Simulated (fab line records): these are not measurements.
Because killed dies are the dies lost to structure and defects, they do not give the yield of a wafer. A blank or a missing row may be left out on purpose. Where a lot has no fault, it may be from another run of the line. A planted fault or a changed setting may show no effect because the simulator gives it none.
Which tool did it? ; flow gf180mcu ; 12 lots, 36 wafers sampled, at 5 steps of a route of 602

## WHAT EACH GAUGE READ, for each wafer
GF_HV_LDD_OVL_MEAS_08. Usual: HV_LDD_OVL gives -0.3 nm (standard deviation 1.2).
lot;measured;on;HV_LDD_OVL (nm);flag
L839;day 9 21:03;overlay-02;-1.4 -1.3 -2.1;
L840;day 10 08:26;overlay-02;-0.3 0.3 -1.2;
L844;day 11 12:25;overlay-02;0.8 0.5 -0.7;
L845;day 11 21:56;overlay-01;-1.6 -0.9 -3.0;
L852;day 14 05:14;overlay-01;-1.5 -1.0 -2.3;
L854;day 14 16:46;overlay-02;1.4 0.4 1.3;
L855;day 14 23:05;overlay-01;0.7 0.4 1.0;
L856;day 15 03:47;overlay-02;0.0 1.8 1.3;
L857;day 15 11:16;overlay-02;-0.5 0.9 -0.2;
L859;day 16 02:14;overlay-01;-1.2 -0.6 -1.9;
L860;day 16 12:53;overlay-02;0.6 -0.9 -1.4;
L861;day 16 22:05;overlay-02;0.0 -1.6 -1.0;

GF_V3_THK_MEAS_03. Usual: V3_CVD_02_THK gives 851 nm (standard deviation 12).
lot;measured;on;V3_CVD_02_THK (nm);flag
L839;day 21 04:02;film metro-01;862 853 859;
L840;day 21 22:00;film metro-04;850 846 860;
L844;day 23 06:44;film metro-04;645 662 658;OFF
L845;day 23 15:31;film metro-02;635 644 665;OFF
L852;day 26 05:57;film metro-04;857 843 857;
L854;day 26 22:37;film metro-01;854 873 872;
L855;day 27 00:01;film metro-01;848 837 867;
L856;day 27 05:05;film metro-02;856 869 866;
L857;day 27 08:47;film metro-04;836 846 862;
L859;day 28 00:02;film metro-02;829 844 842;
L860;day 28 11:38;film metro-02;850 880 858;
L861;day 28 20:25;film metro-02;835 854 864;

## EACH LOT AND THE TOOL THAT RAN IT (in order: tool; ch and the chambers of the sampled wafers; start)
lot;GF_POLY_GATE_ETCH_13;GF_HV_LDD_STRIP_10;GF_V3_CVD_02
L839;rie si-01 ch 0,2,3, day 9 01:22;plasma asher-04 ch 0,1, day 9 21:15;pecvd-03 ch 0,1,2, day 21 03:58
L840;rie si-02 ch 1,2,3, day 9 12:40;plasma asher-04 ch 0,1, day 10 08:37;pecvd-04 ch 0,1, day 21 21:55
L844;rie si-02 ch 1,2, day 10 16:25;plasma asher-02 ch 0,1, day 11 12:36;pecvd-03 ch 0,1,2, day 23 06:40
L845;rie si-02 ch 0,2, day 11 01:13;plasma asher-04 ch 0,1, day 11 22:07;pecvd-03 ch 0,1,2, day 23 15:26
L852;rie si-02 ch 0,1,2, day 13 06:22;plasma asher-03 ch 1, day 14 05:25;pecvd-03 ch 0,1, day 26 05:53
L854;rie si-01 ch 0,3, day 13 17:37;plasma asher-04 ch 0,1, day 14 16:56;pecvd-01 ch 0,1,2, day 26 22:32
L855;rie si-01 ch 0,1,3, day 14 00:04;plasma asher-03 ch 0,1, day 14 23:16;pecvd-03 ch 1,2, day 26 23:56
L856;rie si-01 ch 0,2,3, day 14 04:46;plasma asher-02 ch 0,1, day 15 03:58;pecvd-03 ch 0,2, day 27 05:01
L857;rie si-02 ch 0,2,3, day 14 12:22;plasma asher-04 ch 0,1, day 15 11:26;pecvd-03 ch 0,2, day 27 08:43
L859;rie si-02 ch 2,3, day 15 02:22;plasma asher-02 ch 0,1, day 16 02:25;pecvd-04 ch 0,1,2, day 27 23:58
L860;rie si-01 ch 2,3, day 15 12:43;plasma asher-04 ch 0,1, day 16 13:04;pecvd-03 ch 0,1,2, day 28 11:34
L861;rie si-02 ch 0,1,2, day 15 22:34;plasma asher-02 ch 0,1, day 16 22:18;pecvd-01 ch 0,1, day 28 20:19
- GF_POLY_GATE_ETCH_13: etches poly-Si in HBr/Cl2, stops on SiO2, target depth 198.5 nm, time 69.6 s.
- GF_HV_LDD_STRIP_10: strips in O2/N2.
- GF_V3_CVD_02: deposits SiO2 from TEOS, target thk 850 nm, time 94.851 s.

## WHAT THE TOOLS THEMSELVES READ (means of the sampled wafers that have a number; where no wafer has one, the mark that the record gives instead)
GF_POLY_GATE_ETCH_13. Usual: drypump motor current A 5.6 A, standard deviation 0.33; oes product au 0.989 a.u., standard deviation 0.009; throttle valve pct 33.685 %, standard deviation 0.0097.
lot;tool;drypump motor current A (A);oes product au (a.u.);throttle valve pct (%);flag
L839;rie si-01;5.4;0.988;33.689;
L840;rie si-02;5.7;0.984;33.689;
L844;rie si-02;5.8;0.979;33.687;
L845;rie si-02;5.7;0.981;33.684;
L852;rie si-02;5.7;0.992;33.674;
L854;rie si-01;5.6;0.981;33.685;
L855;rie si-01;5.8;0.998;33.695;
L856;rie si-01;5.4;1.002;33.682;
L857;rie si-02;5.5;0.987;33.686;
L859;rie si-02;5.5;0.985;33.683;
L860;rie si-01;5.5;0.986;33.681;
L861;rie si-02;5.6;0.991;33.688;

GF_HV_LDD_STRIP_10. Usual: drypump motor current A 5.6 A, standard deviation 0.34; heater power w 319 W, standard deviation 30; oes product au 0.715 a.u., standard deviation 0.0041; strip time to endpoint s 12.62 s, standard deviation 0.033.
lot;tool;drypump motor current A (A);heater power w (W);oes product au (a.u.);strip time to endpoint s (s);flag
L839;plasma asher-04;5.6;297;0.715;12.61;
L840;plasma asher-04;5.5;295;0.716;12.61;
L844;plasma asher-02;5.9;340;0.717;12.66;
L845;plasma asher-04;5.4;287;0.713;12.58;
L852;plasma asher-03;5.1;304;0.714;12.61;
L854;plasma asher-04;5.4;290;0.714;12.64;
L855;plasma asher-03;5.2;327;0.717;12.61;
L856;plasma asher-02;6.0;351;0.717;12.60;
L857;plasma asher-04;5.6;298;0.717;12.65;
L859;plasma asher-02;6.0;352;0.718;12.64;
L860;plasma asher-04;5.4;287;0.715;12.66;
L861;plasma asher-02;6.0;354;0.713;12.61;

GF_V3_CVD_02. Usual: heater power w 678 W, standard deviation 130; run length s 122.9 s, standard deviation 0.51.
lot;tool;heater power w (W);run length s (s);flag
L839;pecvd-03;661;122.9;
L840;pecvd-04;587;122.9;
L844;pecvd-03;743;100.9;OFF
L845;pecvd-03;730;100.9;OFF
L852;pecvd-03;819;123.3;
L854;pecvd-01;626;122.9;
L855;pecvd-03;756;122.9;
L856;pecvd-03;689;122.6;
L857;pecvd-03;689;122.8;
L859;pecvd-04;571;122.9;
L860;pecvd-03;711;122.9;
L861;pecvd-01;603;122.5;

## THE ANSWER, worked out from the rows above alone
Rule: take the mean of a lot's wafers that have a number; if it is more than 3 standard deviations from the usual mean, the lot is off. A lot without any number at a reading at which 4 lots or more have one is off too. The other lots that the step has rows for count as sound. The gauges are gone through in route order, then the tools' own readings, and for those a lot's mean is taken as printed above. At the first step where some lot is off, the reading lying furthest off is the one used; lots without a number count as furthest.
Off: L844, L845, at GF_V3_THK_MEAS_03 (V3_CVD_02_THK).
If a tool, at a process step before that reading, ran all the lots that are off and no sound lot after the first of them, it fits. The gauges at GF_V3_THK_MEAS_03 aren't tried: what is off there is off at GF_V3_CVD_02 too, on other tools, and a gauge's error can't cause that. No candidate that was tried fits.

## WHAT THE SIMULATOR HAD PUT IN
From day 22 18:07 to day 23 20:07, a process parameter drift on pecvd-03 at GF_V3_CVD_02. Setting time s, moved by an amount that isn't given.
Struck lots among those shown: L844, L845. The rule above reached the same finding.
